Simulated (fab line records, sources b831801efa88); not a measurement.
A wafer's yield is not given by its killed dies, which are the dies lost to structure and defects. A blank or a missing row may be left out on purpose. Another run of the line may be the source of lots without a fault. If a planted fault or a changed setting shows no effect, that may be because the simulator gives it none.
Code-filled problem report in 8D (eight disciplines) form | flow sky130 | the parts of the form that need people (team, actions taken, sign-off) are left out

== 1. THE PROBLEM ==
Wafers without a fault read 16, standard deviation 4.5; killed-at-front-end at SKY_PAD_OPEN_PROBE_99 reads a mean of 418 on 3 wafers belonging to 2 lots. Measured from the usual mean, that is +89 standard deviations.
Seen first at day 51 04:59 on prober-02, wafer L945.3. The record has a number at this step for 4 wafers belonging to 2 lots. By rule, "out" or "out of limits" means more than 4 standard deviations away from the usual mean. Any other wafer with a number is counted as sound.

== 2. WHAT THIS IS AND IS NOT ==
question                    | is                                              | is not
which readings at this step | killed-at-front-end, killed-dies, killed-on-rim | killed_at_M0_to_M3, killed_at_M4_up, killed-at-contacts, killed-at-other, killed-open, killed-short
which lots                  | L945, L949                                      | -
which wafers of those lots  | L945.3, L949.3, L949.5                          | L945.6
read on which tools         | prober-01, prober-02                            | -
when                        | from day 51 04:59                               | up to then (0 sound wafers); but 1 sound wafer of L945 came after

== 3. SUSPECTS, AND WHAT RULES EACH OUT ==
Counting: a tool at a process step up to the reading stays a suspect if it ran every lot that is out. Sound lots after the first of them don't rule it out here, since some wafers of a struck lot are sound.
- litho-track-03 at SKY_VT_ADJUST_LVTN_DEVELOP_06 (develop time 60 s): kept. It ran every lot that is out, first L945 (day 12 07:00).
Remaining after the count: litho-track-03 at SKY_VT_ADJUST_LVTN_DEVELOP_06.

== 4. THE CAUSE (what the simulator had put in) ==
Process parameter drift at SKY_VT_ADJUST_LVTN_DEVELOP_06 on litho-track-03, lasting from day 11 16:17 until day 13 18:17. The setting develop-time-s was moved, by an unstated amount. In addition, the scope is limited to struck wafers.
The count eliminated every tool but this one.

== 5. THE EFFECT CHAIN, in route order ==
One row per reading whose mean, taken over the struck wafers that have a number, lies over 3 standard deviations from the usual. Scope: only readings with a usual standard deviation given in the record; hours: median across lots of the time from each lot's start at the first step in this table that gives one to its start at this step; sigmas: change in usual standard deviations.
hours | step                  | reading             | usual | on struck wafers | change | sigmas
0     | SKY_PAD_OPEN_PROBE_99 | killed-at-front-end | 16    | 418              | +402   | +89
0     | SKY_PAD_OPEN_PROBE_99 | killed-dies         | 87    | 492              | +405   | +46
0     | SKY_PAD_OPEN_PROBE_99 | killed-on-rim       | 16    | 96               | +80    | +22
Here are the process steps it includes:
- SKY_PAD_OPEN_PROBE_99
Readings that are blank on the struck wafers while sound wafers have them: VT_ADJUST_LVTN_OVL at SKY_VT_ADJUST_LVTN_OVL_MEAS_07.

== 6. WHAT WOULD HAVE CAUGHT IT SOONER ==
In this record no reading fell out of limits until day 51 04:59, 949 hours after the fault had begun at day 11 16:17.
Between SKY_VT_ADJUST_LVTN_DEVELOP_06 and SKY_PAD_OPEN_PROBE_99, SKY_VT_ADJUST_LVTN_OVL_MEAS_07 gave no VT_ADJUST_LVTN_OVL on the struck wafers, where sound wafers have one: a measuring or inspecting step that comes back empty is itself a sign.
The start of SKY_VT_ADJUST_LVTN_DEVELOP_06 on litho-track-03 came by day 51 04:59 for every one of the lots that are out (2). Holding the tool at that point would not have protected any of them.
